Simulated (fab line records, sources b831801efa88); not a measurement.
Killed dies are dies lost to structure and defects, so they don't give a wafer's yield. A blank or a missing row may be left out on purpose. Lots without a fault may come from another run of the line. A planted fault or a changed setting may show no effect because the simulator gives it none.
fab line records | flow sky130
record lots=12 wafers=36 last_day=50
route steps=708 shown RES_PROTECT@214 LDD_N@253 LDD_P@263 PAD_OPEN@708
lots that met no fault: from a run of the same line without faults
start_h: hours from the record's first day to the start of the lot's first wafer shown | wait_h: hours since the lot's step before | " the same as in the row above | L1.1+2: a row that stands for several wafers | - no value, or no start given | * or withheld: withheld | < > ~ a bound
route shown NAME@n: a module of which the file shows steps, and the number in the route of the first | usual: mean/standard deviation of fault-free wafers | same: alike in all rows | chamber/n: place in a boat | sites: the reading at each site | _std_site: their standard deviation | _edge_site: outer sites' mean less inner sites' | radius_mm: how far each site lies from the wafer's centre | mask NAME#n: copy n | behind: the tool/chamber that last shaped the wafer | hold: why the lot was held/for how many hours/how that ended | device: the transistor (n, p or np) that didn't switch | end of line: the same wafers' tests at the end of the route | a step without rows: its recipe alone | killed: dies lost to structure and defects at the first sort, not the wafer's yield | map: a wafer's dies, x killed, . not, _ none there
set.NAME: the setting as run; set.NAME@STEP: as run at that earlier step | model.NAME: the simulator's own value behind a step, which no gauge read
steps of the route over a sample of lots; a table a step, a row a wafer
services: from which hour (start_h, from the record's first day; less than 0 if before it) a tool's chamber was out of use, for how many hours, and why
## steps
# step SKY_RES_PROTECT_STRIP_07
# recipe chemistry=O2/N2 power_w=1400 pressure_mtorr=1500 platen_temp_c=withheld o2_flow_sccm=3000 n2_flow_sccm=300 overash_fraction=0.5
# usual drypump_motor_current_A=5.6/0.48 oes_product_au=0.518/0.0042 strip_time_to_endpoint_s=23.29/0.04
# columns lot.wafer tool chamber start_h wait_h drypump_motor_current_A oes_product_au rf_hours_counter_h strip_time_to_endpoint_s
L342.3 plasma_asher-02 0 342.57 0.1 6.0 0.529 - 23.31
L342.4 " 1 " " 6.1 0.521 - 23.24
L342.5 " 1 " " 6.1 0.510 - 23.29
L344.1 plasma_asher-02 1 353.99 0.1 6.1 0.523 58 23.28
L344.3 " 1 " " 6.1 0.515 - 23.29
L344.6 " 0 " " 5.9 0.520 - 23.26
L345.1 plasma_asher-02 0 376.64 0.1 6.0 0.521 60 23.33
L345.3 " 0 " " 6.0 0.513 - 23.33
L345.5 " 0 " " 6.0 0.517 - 23.36
L346.1 plasma_asher-02 1 390.84 0.1 6.1 0.522 61 23.32
L346.5 " 1 " " 6.1 0.511 - 23.31
L346.6 " 0 " " 6.0 0.518 - 23.31
L349.2 plasma_asher-03 1 410.05 0.1 5.5 0.520 73 23.31
L349.4 " 1 " " 5.5 0.517 - 23.28
L349.6 " 1 " " 5.5 0.513 - 23.32
L350.1 plasma_asher-03 0 420.49 0.1 4.8 0.519 73 23.25
L350.2 " 1 " " 5.5 0.516 73 23.31
L350.3 " 1 " " 5.5 0.518 - 23.26
L351.1 plasma_asher-02 0 431.30 0.1 6.0 0.526 66 23.26
L351.3 " 0 " " 5.9 0.514 - 23.28
L351.6 " 0 " " 6.0 0.520 - 23.29
L352.2 plasma_asher-03 0 431.60 0.1 4.8 0.522 74 23.20
L352.4 " 0 " " 4.8 0.517 - 23.30
L352.5 " 1 " " 5.5 0.519 - 23.26
L356.1 plasma_asher-03 1 470.94 0.1 5.5 0.520 78 23.38
L356.2 " 0 " " 4.8 0.518 78 23.33
L356.3 " 0 " " 4.8 0.526 - 23.38
L357.2 plasma_asher-02 0 472.79 0.1 6.0 0.520 70 23.31
L357.4 " 1 " " 6.1 0.524 - 23.36
L357.6 " 0 " " 6.0 0.524 - 23.32
L364.3 plasma_asher-02 0 534.07 0.1 6.0 0.515 - 23.30
L364.4 " 1 " " 6.1 0.521 - 23.30
L364.6 " 1 " " 6.2 0.522 - 23.31
L365.4 plasma_asher-04 1 544.92 0.1 5.6 0.511 - 23.21
L365.5 " 1 " " 5.6 0.522 - 23.24
L365.6 " 0 " " 5.3 0.516 - 23.25
# step SKY_LDD_N_STRIP_16
# recipe chemistry=O2/N2 power_w=1400 pressure_mtorr=1500 platen_temp_c=withheld o2_flow_sccm=3000 n2_flow_sccm=300 overash_fraction=0.5
# usual drypump_motor_current_A=5.7/0.36 oes_product_au=0.406/0.0043 strip_time_to_endpoint_s=4.318/0.015
# columns lot.wafer tool chamber start_h wait_h drypump_motor_current_A oes_product_au rf_hours_counter_h strip_time_to_endpoint_s
L342.3 plasma_asher-02 1 404.91 0.1 6.1 0.407 - 4.320
L342.4 " 0 " " 6.0 0.410 - 4.319
L342.5 " 0 " " 6.0 0.406 - 4.332
L344.1 plasma_asher-01 1 418.33 0.1 5.2 0.401 26 4.322
L344.3 " 0 " " 5.5 0.402 - 4.320
L344.6 " 1 " " 5.2 0.400 - 4.320
L345.1 plasma_asher-04 0 439.82 0.1 5.3 0.402 1 4.323
L345.3 " 1 " " 5.6 0.411 - 4.300
L345.5 " 1 " " 5.6 0.414 - 4.307
L346.1 plasma_asher-01 0 455.49 0.1 5.5 0.403 30 4.300
L346.5 " 1 " " 5.2 0.411 - 4.308
L346.6 " 0 " " 5.5 0.406 - 4.300
L349.2 plasma_asher-01 1 478.79 0.1 5.2 0.400 32 4.313
L349.4 " 1 " " 5.2 0.402 - 4.313
L349.6 " 1 " " 5.2 0.409 - 4.303
L350.1 plasma_asher-02 0 490.74 0.1 6.0 0.406 72 4.320
L350.2 " 1 " " 6.1 0.411 72 4.327
L350.3 " 0 " " 6.0 0.403 - 4.332
L351.1 plasma_asher-01 1 502.22 0.1 5.2 0.411 34 4.314
L351.3 " 1 " " 5.2 0.404 - 4.322
L351.6 " 0 " " 5.6 0.407 - 4.312
L352.2 plasma_asher-02 1 502.64 0.1 6.1 0.407 73 4.311
L352.4 " 0 " " 5.9 0.413 - 4.323
L352.5 " 0 " " 6.0 0.406 - 4.316
L356.1 plasma_asher-02 0 535.89 0.1 6.0 0.404 76 4.307
L356.2 " 1 " " 6.1 0.408 76 4.316
L356.3 " 1 " " 6.1 0.413 - 4.339
L357.2 plasma_asher-02 0 538.57 0.1 6.0 0.407 77 4.335
L357.4 " 0 " " 6.0 0.406 - 4.298
L357.6 " 0 " " 5.9 0.413 - 4.304
L364.3 plasma_asher-01 1 599.21 0.1 5.2 0.407 - 4.353
L364.4 " 0 " " 5.5 0.409 - 4.328
L364.6 " 1 " " 5.2 0.405 - 4.346
L365.4 plasma_asher-02 1 610.48 0.1 6.1 0.402 - 4.312
L365.5 " 0 " " 5.9 0.411 - 4.322
L365.6 " 1 " " 6.2 0.412 - 4.324
# step SKY_LDD_P_OVL_MEAS_08
# usual LDD_P_OVL=0.1/1.3
# columns lot.wafer tool chamber start_h wait_h LDD_P_OVL[nm]
L342.3 overlay-01 - 434.07 0.1 0.2
L342.4 " - " " 0.2
L342.5 " - " " 0.5
L344.1 overlay-02 - 448.41 0.1 0.9
L344.3 " - " " 0.8
L344.6 " - " " -0.1
L345.1 overlay-01 - 471.59 0.1 0.1
L345.3 " - " " -0.9
L345.5 " - " " 1.8
L346.1 overlay-01 - 486.23 0.1 1.5
L346.5 " - " " -0.6
L346.6 " - " " 1.1
L349.2 overlay-02 - 509.86 0.1 0.2
L349.4 " - " " 1.9
L349.6 " - " " 0.8
L350.1 overlay-02 - 521.26 0.1 0.6
L350.2 " - " " 0.0
L350.3 " - " " 2.0
L351.1 overlay-01 - 533.18 0.1 0.1
L351.3 " - " " 0.4
L351.6 " - " " 2.4
L352.2 overlay-02 - 534.18 0.1 -0.3
L352.4 " - " " -1.3
L352.5 " - " " -0.2
L356.1 overlay-02 - 566.78 0.1 -0.4
L356.2 " - " " 0.6
L356.3 " - " " 4.5
L357.2 overlay-01 - 568.67 0.1 1.1
L357.4 " - " " 0.2
L357.6 " - " " 1.4
L364.3 overlay-01 - 628.39 0.1 2.0
L364.4 " - " " -0.6
L364.6 " - " " 1.6
L365.4 overlay-01 - 639.59 0.1 -0.1
L365.5 " - " " -1.5
L365.6 " - " " 2.2
# step SKY_LDD_P_IMPLANT_09
# recipe species=BF2 energy_kev=25 dose_cm2=1e+13 tilt_deg=withheld
# usual dose_ions_cm2=9.999e+12/1.1e+10 end_station_pressure_torr=5.03e-06/2.8e-07 faraday_current_uA=56.3/1.1
# columns lot.wafer tool chamber start_h wait_h dose_ions_cm2 end_station_pressure_torr faraday_current_uA
L342.3 implanter-04 0 434.14 0.1 9.992e+12 5.22e-06 57.4
L342.4 " 0 " " 9.983e+12 4.8e-06 56.6
L342.5 " 0 " " 9.982e+12 5.24e-06 55.2
L344.1 implanter-01 0 448.44 0.0 9.999e+12 5.37e-06 55.2
L344.3 " 0 " " 1.0007e+13 5.09e-06 55.2
L344.6 " 0 " " 1.001e+13 5.35e-06 56.9
L345.1 implanter-01 0 471.63 0.0 1.0006e+13 4.8e-06 55.9
L345.3 " 0 " " 1.0007e+13 5.07e-06 57.4
L345.5 " 0 " " 1.0002e+13 5.32e-06 58.5
L346.1 implanter-01 0 486.26 0.0 9.991e+12 5.02e-06 56.7
L346.5 " 0 " " 9.994e+12 5.07e-06 55.7
L346.6 " 0 " " 9.986e+12 4.92e-06 57.1
L349.2 implanter-03 0 509.92 0.0 9.978e+12 5.55e-06 55.7
L349.4 " 0 " " 9.988e+12 5.08e-06 58.5
L349.6 " 0 " " 9.991e+12 5.41e-06 56.6
L350.1 implanter-01 0 521.29 0.0 1.0005e+13 5.04e-06 58.3
L350.2 " 0 " " 9.995e+12 5.61e-06 56.4
L350.3 " 0 " " 1.0002e+13 4.53e-06 56.7
L351.1 implanter-01 0 533.21 0.0 1.0018e+13 5.16e-06 56.2
L351.3 " 0 " " 1.0012e+13 5.25e-06 57.8
L351.6 " 0 " " 1.0013e+13 4.87e-06 56.0
L352.2 implanter-01 0 534.24 0.0 1.0003e+13 4.82e-06 56.6
L352.4 " 0 " " 9.997e+12 5.02e-06 56.7
L352.5 " 0 " " 9.992e+12 5.61e-06 57.8
L356.1 implanter-01 0 566.81 0.0 5.449e+12 4.94e-06 31.1
L356.2 " 0 " " 5.441e+12 4.73e-06 31.4
L356.3 " 0 " " 5.448e+12 5.27e-06 31.4
L357.2 implanter-01 0 568.73 0.0 5.446e+12 4.83e-06 30.4
L357.4 " 0 " " 5.46e+12 5.31e-06 29.8
L357.6 " 0 " " 5.452e+12 4.75e-06 31.0
L364.3 implanter-01 0 628.46 0.1 9.984e+12 5.03e-06 56.9
L364.4 " 0 " " 9.989e+12 5.12e-06 57.0
L364.6 " 0 " " 9.986e+12 4.7e-06 57.2
L365.4 implanter-01 0 639.68 0.1 1.0017e+13 4.59e-06 57.3
L365.5 " 0 " " 9.992e+12 5.36e-06 56.6
L365.6 " 0 " " 9.985e+12 4.87e-06 54.7
# step SKY_LDD_P_TW_MEAS_11
# usual LDD_P_TW=637/7
# columns lot.wafer tool chamber start_h wait_h LDD_P_TW
L342.3 film_metro-01 - 434.36 0.1 636
L342.4 " - " " 640
L342.5 " - " " 637
L344.1 film_metro-02 - 448.69 0.1 622
L344.3 " - " " 624
L344.6 " - " " 623
L345.1 film_metro-04 - 471.88 0.1 636
L345.3 " - " " 637
L345.5 " - " " 634
L346.1 film_metro-02 - 486.51 0.1 625
L346.5 " - " " 627
L346.6 " - " " 625
L349.2 film_metro-04 - 510.15 0.1 642
L349.4 " - " " 641
L349.6 " - " " 641
L350.1 film_metro-01 - 521.54 0.1 636
L350.2 " - " " 638
L350.3 " - " " 637
L351.1 film_metro-01 - 533.46 0.1 638
L351.3 " - " " 639
L351.6 " - " " 638
L352.2 film_metro-04 - 534.47 0.1 641
L352.4 " - " " 638
L352.5 " - " " 641
L356.1 film_metro-01 - 567.06 0.1 522
L356.2 " - " " 523
L356.3 " - " " 524
L357.2 film_metro-01 - 568.96 0.1 525
L357.4 " - " " 527
L357.6 " - " " 525
L364.3 film_metro-04 - 628.68 0.1 642
L364.4 " - " " 646
L364.6 " - " " 644
L365.4 film_metro-01 - 639.88 0.1 638
L365.5 " - " " 636
L365.6 " - " " 635
# step SKY_PAD_OPEN_PROBE_99
# usual killed_at_M0_to_M3=44/7.5 killed_at_M4_up=3.3/1.8 killed_at_contacts=25/5.9 killed_at_front_end=16/4.7 killed_at_other=0.3/0.52 killed_dies=89/9.9 killed_open=49/7.8 killed_short=40/5.8
# same gross_dies=492 killed_at_back_side=0
# columns lot.wafer tool chamber start_h wait_h killed_at_M0_to_M3 killed_at_M4_up killed_at_contacts killed_at_front_end killed_at_other killed_dies killed_open killed_short
L342.3 prober-01 - 1077.26 0.2 39 3 21 16 0 79 44 35
L342.4 prober-01 - 1077.31 0.2 44 1 20 17 1 83 50 31
L342.5 prober-01 - 1077.36 0.2 40 2 28 12 0 82 45 37
L350.1 prober-01 - 1133.08 0.1 53 1 21 23 0 98 55 43
L350.2 prober-01 - 1133.13 0.1 37 4 19 20 1 81 42 39
L350.3 prober-01 - 1133.18 0.2 34 4 21 16 0 75 49 26
L351.1 prober-01 - 1142.51 0.1 41 2 37 18 0 98 53 45
L351.3 prober-01 - 1142.61 0.2 47 1 44 24 0 116 70 46
L351.6 prober-01 - 1142.76 0.2 44 5 26 17 0 92 48 44
L356.1 prober-01 - 1162.79 0.1 47 4 22 14 0 87 37 50
L356.2 prober-01 - 1162.84 0.1 43 1 26 36 1 107 62 45
L356.3 prober-01 - 1162.89 0.2 55 5 21 16 0 97 55 42
L357.2 prober-02 - 1163.16 0.1 42 8 22 14 0 86 45 41
L357.4 prober-02 - 1163.26 0.2 38 5 26 18 0 87 46 41
L357.6 prober-02 - 1163.36 0.2 52 5 20 21 0 98 51 47
L365.4 prober-01 - 1204.12 0.2 41 6 20 28 0 95 45 50
L365.5 prober-01 - 1204.17 0.2 52 4 30 19 1 106 67 38
L365.6 prober-01 - 1204.22 0.2 39 4 23 14 2 82 43 37
# killed by level:class
L342.3 VIA1:geometric_particle:open=10 VIA3:geometric_particle:open=9 CONTACT:geometric_particle:open=7 VIA2:geometric_particle:open=7 FIELD_ISO:geometric_particle:short=5 LI_CONTACT:geometric_particle:short=5 METAL1:geometric_particle:short=4 LI_CONTACT:geometric_particle:open=3
L342.4 CONTACT:geometric_particle:open=11 VIA1:geometric_particle:open=9 VIA2:geometric_particle:short=6 VIA2:geometric_particle:open=6 VIA3:geometric_particle:open=5 FIELD_ISO:geometric_particle:short=4 FIELD_ISO:geometric_particle:open=4 POLY_GATE:geometric_particle:open=4
L342.5 CONTACT:geometric_particle:open=9 VIA1:geometric_particle:open=9 VIA2:geometric_particle:open=8 CONTACT:geometric_particle:short=7 VIA1:geometric_particle:short=6 VIA3:geometric_particle:open=5 LI_CONTACT:geometric_particle:open=4 FIELD_ISO:geometric_particle:open=3
L350.1 VIA1:geometric_particle:open=17 FIELD_ISO:geometric_particle:short=9 VIA2:geometric_particle:open=8 CONTACT:geometric_particle:open=7 VIA1:geometric_particle:short=7 POLY_GATE:geometric_particle:open=6 LOCAL_INTERCONNECT:geometric_particle:short=6 VIA3:geometric_particle:open=5
L350.2 LI_CONTACT:geometric_particle:open=6 CONTACT:geometric_particle:open=6 METAL1:geometric_particle:short=6 VIA1:geometric_particle:open=6 VIA3:geometric_particle:open=6 FIELD_ISO:geometric_particle:short=5 POLY_GATE:geometric_particle:short=5 VIA2:geometric_particle:short=5
L350.3 VIA1:geometric_particle:open=9 CONTACT:geometric_particle:open=8 FIELD_ISO:geometric_particle:open=7 VIA1:geometric_particle:short=7 LI_CONTACT:geometric_particle:open=6 VIA2:geometric_particle:open=5 METAL1:geometric_particle:short=4 METAL4:geometric_particle:short=3
L351.1 CONTACT:geometric_particle:open=16 VIA1:geometric_particle:open=10 CONTACT:geometric_particle:short=9 VIA2:geometric_particle:open=7 VIA3:geometric_particle:short=6 FIELD_ISO:geometric_particle:open=5 METAL1:geometric_particle:short=5 METAL2:geometric_particle:short=5
L351.3 LI_CONTACT:geometric_particle:open=15 CONTACT:geometric_particle:open=14 CONTACT:geometric_particle:short=11 METAL1:geometric_particle:short=10 VIA1:geometric_particle:open=10 FIELD_ISO:geometric_particle:open=8 VIA3:geometric_particle:open=7 VIA2:geometric_particle:open=5
L351.6 VIA1:geometric_particle:open=9 CONTACT:geometric_particle:open=9 FIELD_ISO:geometric_particle:short=8 LI_CONTACT:geometric_particle:open=8 VIA2:geometric_particle:open=8 METAL1:geometric_particle:short=7 CONTACT:geometric_particle:short=6 METAL2:geometric_particle:short=6
L356.1 VIA1:geometric_particle:open=9 METAL2:geometric_particle:short=9 VIA1:geometric_particle:short=8 CONTACT:geometric_particle:open=7 VIA2:geometric_particle:short=6 LI_CONTACT:geometric_particle:open=5 LOCAL_INTERCONNECT:geometric_particle:short=5 FIELD_ISO:geometric_particle:open=4
L356.2 CONTACT:geometric_particle:open=12 VIA1:geometric_particle:open=9 FIELD_ISO:geometric_particle:open=8 POLY_GATE:geometric_particle:open=8 POLY_GATE:geometric_particle:short=7 LI_CONTACT:geometric_particle:open=6 VIA2:geometric_particle:open=6 METAL1:geometric_particle:short=5
L356.3 VIA1:geometric_particle:open=15 VIA1:geometric_particle:short=9 POLY_GATE:geometric_particle:open=7 LI_CONTACT:geometric_particle:open=7 CONTACT:geometric_particle:open=7 METAL2:geometric_particle:short=7 VIA2:geometric_particle:short=6 VIA3:geometric_particle:open=6
L357.2 VIA1:geometric_particle:open=9 CONTACT:geometric_particle:open=8 METAL4:geometric_particle:short=7 VIA2:geometric_particle:open=7 LI_CONTACT:geometric_particle:open=6 METAL3:geometric_particle:short=5 VIA1:geometric_particle:short=4 METAL2:geometric_particle:short=4
L357.4 LI_CONTACT:geometric_particle:open=8 VIA1:geometric_particle:open=8 VIA3:geometric_particle:open=7 CONTACT:geometric_particle:open=6 FIELD_ISO:geometric_particle:short=5 LOCAL_INTERCONNECT:geometric_particle:short=5 CONTACT:geometric_particle:short=5 METAL3:geometric_particle:short=5
L357.6 VIA1:geometric_particle:open=11 VIA2:geometric_particle:short=7 LI_CONTACT:geometric_particle:open=6 CONTACT:geometric_particle:open=6 METAL1:geometric_particle:short=6 POLY_GATE:geometric_particle:short=5 METAL2:geometric_particle:short=5 VIA3:geometric_particle:open=5
L365.4 CONTACT:geometric_particle:short=10 METAL2:geometric_particle:short=8 POLY_GATE:geometric_particle:short=7 POLY_GATE:geometric_particle:open=7 VIA3:geometric_particle:open=7 FIELD_ISO:geometric_particle:open=6 VIA1:geometric_particle:open=6 VIA2:geometric_particle:open=5
L365.5 VIA1:geometric_particle:open=14 LI_CONTACT:geometric_particle:open=10 VIA2:geometric_particle:open=10 CONTACT:geometric_particle:open=9 VIA3:geometric_particle:open=9 POLY_GATE:geometric_particle:short=7 VIA1:geometric_particle:short=6 FIELD_ISO:geometric_particle:open=4
L365.6 VIA2:geometric_particle:open=13 CONTACT:geometric_particle:open=8 VIA3:geometric_particle:open=7 METAL2:geometric_particle:short=7 CONTACT:geometric_particle:short=6 FIELD_ISO:geometric_particle:short=5 LI_CONTACT:geometric_particle:open=5 POLY_GATE:geometric_particle:short=3
## services
# columns tool chamber start_h hours kind
plasma_asher-04 - 320.34 2.8 pm
implanter-03 - 339.62 4.0 repair
plasma_asher-01 - 344.79 1.6 repair
implanter-01 - 347.94 10.3 repair
implanter-04 - 364.80 7.5 repair
implanter-01 - 375.71 3.1 repair
implanter-04 - 376.91 15.6 repair
implanter-01 - 377.89 0.5 repair
plasma_asher-03 - 389.21 2.8 pm
plasma_asher-04 - 390.24 4.9 repair
plasma_asher-03 - 411.87 3.5 repair
plasma_asher-03 - 414.26 3.5 repair
plasma_asher-04 - 421.25 9.0 pm
plasma_asher-04 0 421.25 9.0 vent_cycle
plasma_asher-04 - 423.26 0.4 repair
implanter-01 - 430.68 1.5 repair
implanter-04 - 450.63 1.0 repair
plasma_asher-03 - 463.72 1.2 repair
implanter-04 - 495.42 5.6 repair
plasma_asher-01 - 535.73 6.1 repair
plasma_asher-01 - 559.72 3.9 repair
plasma_asher-02 - 582.04 4.4 repair
implanter-04 - 591.74 7.8 pm
implanter-04 - 624.28 4.2 pm
## key
first_sign step=SKY_LDD_P_IMPLANT_09 reading=dose_ions_cm2 direction=down sigmas=99+ usual=* struck=*
effect step=SKY_LDD_P_IMPLANT_09 reading=faraday_current_uA direction=down sigmas=23 usual=56.3 struck=30.9
effect step=SKY_LDD_P_TW_MEAS_11 reading=LDD_P_TW direction=down sigmas=16 usual=637 struck=524
met_at SKY_LDD_P_IMPLANT_09
struck_lots L356,L357
tester_left_out L356,L357
not_acting_at SKY_RES_PROTECT_STRIP_07,SKY_LDD_N_STRIP_16,SKY_LDD_P_OVL_MEAS_08
onset_between 534.24 566.81
fault kind=process_parameter_drift tool=implanter-01 chamber=- onset_h=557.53 steps=SKY_LDD_P_IMPLANT_09 channel=dose_cm2 offset=* shape=step end_h=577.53 acts_in=* stated=*
# tester_left_out: of these lots the tester's yield and bins aren't shown, on N5 and GAA mostly nor the transistor test; their killed dies are dies lost to structure and defects alone, not to doping, threshold or leakage, so they don't give the yield
